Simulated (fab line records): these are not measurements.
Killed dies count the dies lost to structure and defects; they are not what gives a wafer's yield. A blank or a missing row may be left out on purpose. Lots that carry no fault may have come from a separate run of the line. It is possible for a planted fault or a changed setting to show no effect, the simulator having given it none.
Which of the tools did it? | flow sky130 | 6 lots with 18 wafers sampled at 2 steps, on a route of 708 steps

WHAT THE GAUGES SHOWED, per wafer
SKY_VT_ADJUST_HVTR_TW_MEAS_11.
lot  | measured     | on            | VT_ADJUST_HVTR_TW
L878 | day 10 15:22 | film-metro-03 | 212.1 211.5 211.7
L885 | day 12 20:49 | film-metro-02 | 209.8 209.1 209.5
L887 | day 13 18:00 | film-metro-02 | 211.7 211.1 211.5
L891 | day 14 11:21 | film-metro-01 | 210.2 210.1 210.4
L894 | day 15 12:34 | film-metro-03 | 213.8 212.5 213.0
L896 | day 16 09:47 | film-metro-03 | 212.9 214.5 212.8

WHAT TOOL EACH LOT RAN ON (gives the tool, then ch and the chambers of the sampled wafers, and finally the start)
lot  | SKY_VT_ADJUST_LVTN_STRIP_20
L878 | plasma-asher-01 ch 0,1, day 8 19:04
L885 | plasma-asher-03 ch 0,1, day 10 21:22
L887 | plasma-asher-02 ch 0,1, day 11 16:46
L891 | plasma-asher-02 ch 1, day 12 07:40
L894 | plasma-asher-03 ch 0,1, day 13 07:25
L896 | plasma-asher-03 ch 0,1, day 14 03:47
- SKY_VT_ADJUST_LVTN_STRIP_20: strips in O2/N2.

THE ANSWER, worked out from the rows above alone
Rule: the usual values come from the lots themselves. The widest of any qualifying gaps counts: lots, ordered by their means at a reading, are off when they make up no more than a third of the lots, leave a main group of 4 or more, and stand apart from it by 3 or more times the standard deviation of that group's means. A main group is skipped when, at the precision printed for the reading in the tables above, its means are all equal. Also off: a lot with no number at a reading for which 4 or more lots have one. All remaining lots with rows at the step are treated as sound.
No lot is off at any reading shown: from this, nothing can be told.

WHAT HAD BEEN PUT IN BY THE SIMULATOR
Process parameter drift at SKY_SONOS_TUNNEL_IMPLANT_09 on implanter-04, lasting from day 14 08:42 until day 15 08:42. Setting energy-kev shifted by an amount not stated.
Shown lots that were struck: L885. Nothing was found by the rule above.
